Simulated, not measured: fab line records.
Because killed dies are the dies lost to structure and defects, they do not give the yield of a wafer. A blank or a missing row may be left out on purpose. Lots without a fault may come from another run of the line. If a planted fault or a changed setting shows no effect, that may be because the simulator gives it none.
A struck lot beside a sound one :: flow gf180mcu :: 23 steps out of a route of 602
Sound: the wafers L970.3, L970.4, L970.6. The struck wafers were L976.1, L976.2, L976.5. The cause comes at the end.
Order at every step that has rows: each side's tool, ch and its chambers, its first start. Under that, the readings that differ: sound wafers :: struck wafers :: difference of the means :: sigmas: that difference in standard deviations of wafers without a fault.
alike: same words and numbers on both sides, and readings whose means sit less than 2 such deviations apart. not compared: any withheld reading, any reading some wafer has no value for, any bound like >300 that may hide the same value, and any number with overlapping values for which the record gives no deviation.
The two part at a step that has a row with sigmas, a row that says differs or no value, or rows on one side only. When numbers do not overlap yet have no deviation, they are printed without sigmas and do not part them. Lack of a reading on every wafer of one side parts them only where that side has two or more wafers.

first, 2 steps without rows for these wafers: GF_HV_LDD_PEB_29; GF_HV_LDD_DEVELOP_30 (develop time 60 s).
GF_HV_LDD_CD_MEAS_31: target cd 400 nm.
  struck on cd-sem-02, day 17 00:56; sound on cd-sem-01, day 15 05:37
  alike: cd-nm
GF_HV_LDD_OVL_MEAS_32:
  struck on overlay-02, day 17 01:04; sound on overlay-01, day 15 05:43
reading: HV_LDD_02_OVL (nm)
sound: 1.4 -0.8 -2.2
struck: 4.0 1.4 2.7
difference: +3.2
sigmas: +2
then, 4 steps without rows for these wafers: GF_HV_LDD_IMPLANT_33; GF_HV_LDD_IMPLANT_34; GF_HV_LDD_IMPLANT_35; GF_HV_LDD_IMPLANT_36.
GF_HV_LDD_STRIP_37: strips in O2/N2.
  sound on plasma-asher-02 ch 0,1, day 15 06:22; struck on plasma-asher-02 ch 0,1, day 17 01:41
  alike: drypump-motor-current-A, heater-power-w, oes-product-au, strip-time-to-endpoint-s
  not compared: rf-hours-counter-h
GF_HV_LDD_TW_MEAS_38:
  struck on film-metro-02, day 17 01:47; sound on film-metro-02, day 15 06:28
  alike: HV_LDD_3_TW
then, 2 steps without rows for these wafers: GF_HV_LDD_DEHYDRATE_39 (time 60 s); GF_HV_LDD_HMDS_40 (prime time 60 s).
GF_HV_LDD_COAT_41: resist thk 1000 nm.
  sound on litho-track-03 ch 0, day 15 16:26; struck on litho-track-02 ch 0, day 17 12:38
reading: spin-speed-rpm (rpm)
sound: 3002.8 3001.4 3000.2
struck: 3304.3 3303.0 3305.0
difference: +302.6
sigmas: +99 or more

reading: model.NOVOLAK_of_HV_LDD_COAT_41.thk-nm (nm)
sound: 1000 1002 998
struck: 953.3 954.8 952.7
difference: -46.4
sigmas: 
  alike: exhaust-pa
then, 3 steps without rows for these wafers: GF_HV_LDD_SOFTBAKE_42 (time 60 s); GF_HV_LDD_EXPOSE_43 (exposes mask Pplus HV AREA, target cd 400 nm); GF_HV_LDD_PEB_44.
GF_HV_LDD_DEVELOP_45: develop time 60 s.
  sound on litho-track-01 ch 0, day 16 03:41; struck on litho-track-01 ch 0, day 18 00:02
reading: model.NOVOLAK_of_HV_LDD_COAT_41.thk-nm (nm)
sound: 999.9 1002 997.5
struck: 952.9 954.4 952.3
difference: -46.6
sigmas: 
  alike: exhaust-pa
GF_HV_LDD_CD_MEAS_46: target cd 400 nm.
  struck on cd-sem-01, day 18 00:11; sound on cd-sem-01, day 16 03:50
  alike: cd-nm
GF_HV_LDD_OVL_MEAS_47:
  struck on overlay-02, day 18 00:19; sound on overlay-02, day 16 03:55
  alike: HV_LDD_03_OVL
next, for these wafers, 1 step has no rows: GF_HV_LDD_IMPLANT_48.
GF_HV_LDD_STRIP_49: strips in O2/N2.
  sound on plasma-asher-01 ch 0,1, day 16 04:08; struck on plasma-asher-01 ch 0,1, day 18 00:29
reading: strip-time-to-endpoint-s (s)
sound: 12.63 12.66 12.60
struck: 12.08 12.10 12.07
difference: -0.55
sigmas: -15
  alike: drypump-motor-current-A, heater-power-w, oes-product-au
  not compared: rf-hours-counter-h
GF_HV_LDD_TW_MEAS_50:
  struck on film-metro-03, day 18 00:35; sound on film-metro-02, day 16 04:13
  alike: HV_LDD_4_TW
GF_PASSIVATION_PROBE_99:
  the record holds rows for the sound wafers here (prober-01, day 32 11:47) but none for the struck ones

== WHERE THEY PART ==
First at GF_HV_LDD_OVL_MEAS_32; last, within this record, at GF_PASSIVATION_PROBE_99.

WHY: what the simulator had put in
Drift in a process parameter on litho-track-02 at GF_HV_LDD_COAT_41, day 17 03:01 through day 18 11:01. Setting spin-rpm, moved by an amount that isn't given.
